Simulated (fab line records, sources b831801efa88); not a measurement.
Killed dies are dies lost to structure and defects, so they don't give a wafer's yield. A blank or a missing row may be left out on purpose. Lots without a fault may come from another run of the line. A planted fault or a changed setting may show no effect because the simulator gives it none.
Split-lot experiment | flow gf180mcu | 5 lots, 23 wafers read, on a route of 602 steps

THE SPLIT
At GF_POLY_GATE_PEB_08 (peb time 90 s), the setting peb_temp_c was moved away from the recipe's 135 C on 7 of the 23 wafers read, by -1.5% to +1.2%. The other wafers ran this setting at the recipe's value.

FROM THE SPLIT TO THE READING: what the file shows between them, 7 steps
- GF_POLY_GATE_DEVELOP_09: develop time 60 s
- GF_POLY_GATE_CD_MEAS_10: target cd 280 nm
- GF_POLY_GATE_ETCH_12: etches BARC in N2/H2
- GF_POLY_GATE_ETCH_13: etches poly-Si in HBr/Cl2, stops on SiO2, target depth 198.5 nm, time 69.6 s
- GF_POLY_GATE_STRIP_14: strips in O2/N2
- GF_POLY_GATE_CLEAN_15: cleans in SC1/SC2, time 150 s
- GF_POLY_GATE_OXIDATION_16: stabilise 600 s, purge 300 s, target thk 4 nm

THE READING
cd_nm, in nm, at GF_POLY_GATE_CD_MEAS_18. Fault-free wafers of this fab line usually give 279.6 nm, standard deviation 1.6 nm.

wafer  | tool, chamber at the split | peb_temp_c as run, C | against the recipe | cd_nm, nm | against lot-mates on the recipe
L074.2 | litho_track-01, 0          | 135                  | recipe             | 281.3     | -
L074.4 | litho_track-01, 0          | 135                  | recipe             | 281.0     | -
L074.6 | litho_track-01, 0          | 135                  | recipe             | 281.4     | -
L076.1 | litho_track-02, 0          | 135                  | recipe             | 281.3     | -
L076.2 | litho_track-02, 0          | 135                  | recipe             | 280.2     | -
L076.3 | litho_track-02, 0          | 135                  | recipe             | 279.1     | -
L076.5 | litho_track-02, 0          | 136.6                | +1.2%              | 274.8     | -5.4
L076.6 | litho_track-02, 0          | 136.6                | +1.2%              | 277.0     | -3.2
L077.1 | litho_track-01, 0          | 135                  | recipe             | 279.2     | -
L077.3 | litho_track-01, 0          | 133.2                | -1.3%              | 285.3     | +6.4
L077.4 | litho_track-01, 0          | 135                  | recipe             | 278.4     | -
L077.5 | litho_track-01, 0          | 133.2                | -1.3%              | 284.1     | +5.2
L077.6 | litho_track-01, 0          | 135                  | recipe             | 279.0     | -
L081.2 | litho_track-01, 0          | 135                  | recipe             | 278.5     | -
L081.3 | litho_track-01, 0          | 135                  | recipe             | 279.6     | -
L081.4 | litho_track-01, 0          | 135                  | recipe             | 279.2     | -
L081.5 | litho_track-01, 0          | 135                  | recipe             | 278.2     | -
L081.6 | litho_track-01, 0          | 135                  | recipe             | 279.5     | -
L084.1 | litho_track-01, 0          | 133                  | -1.5%              | 284.3     | +3.9
L084.2 | litho_track-01, 0          | 133                  | -1.5%              | 284.4     | +4.0
L084.3 | litho_track-01, 0          | 135                  | recipe             | 279.2     | -
L084.4 | litho_track-01, 0          | 135                  | recipe             | 281.5     | -
L084.5 | litho_track-01, 0          | 133                  | -1.5%              | 286.3     | +5.9

THE FIT
A straight line over all 23 wafers: cd_nm changes by -3.49 nm for each +1% of peb_temp_c; r = -0.92; the points scatter about the line by 1.1 nm.
The same after taking each lot's own level away (the mean of its wafers on the recipe; 23 wafers): -3.58 nm for each +1%; r = -0.95; scatter 0.88 nm.
On that fit, the largest move of peb_temp_c shifts the reading by 5.3 nm.
The lots' own levels span 278.87 to 281.23 nm, that is 1.5 times the standard deviation above.
So the lot-to-lot level changes the slope little: the two slopes agree.
Check: with one of the wafers moved furthest among these (-1.5%) left out of the fit, the line predicts +5.61 nm for it against its lot-mates. It came out at +3.95 nm against them.

THE WHOLE CHAIN: every reading that the file lists as answering this split, in the file's order
step                    | what it does                                                                 | reading                                                          | change (the file's fit)              | r (the file's)
GF_POLY_GATE_CD_MEAS_10 | target cd 280 nm                                                             | cd_nm                                                            | -4.03 nm for each +1% of the setting | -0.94
GF_POLY_GATE_ETCH_12    | etches BARC in N2/H2                                                         | POLY_GATE.cd_nm (the simulator's own value, which no gauge read) | -4 nm for each +1% of the setting    | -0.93
GF_POLY_GATE_ETCH_13    | etches poly-Si in HBr/Cl2, stops on SiO2, target depth 198.5 nm, time 69.6 s | POLY_GATE.cd_nm (the simulator's own value, which no gauge read) | -3.73 nm for each +1% of the setting | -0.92
GF_POLY_GATE_CD_MEAS_18 |                                                                              | cd_nm                                                            | -3.67 nm for each +1% of the setting | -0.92

THE FILE'S OWN FIT
cd_nm changes by -3.67 nm for each +1% of peb_temp_c, r = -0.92.
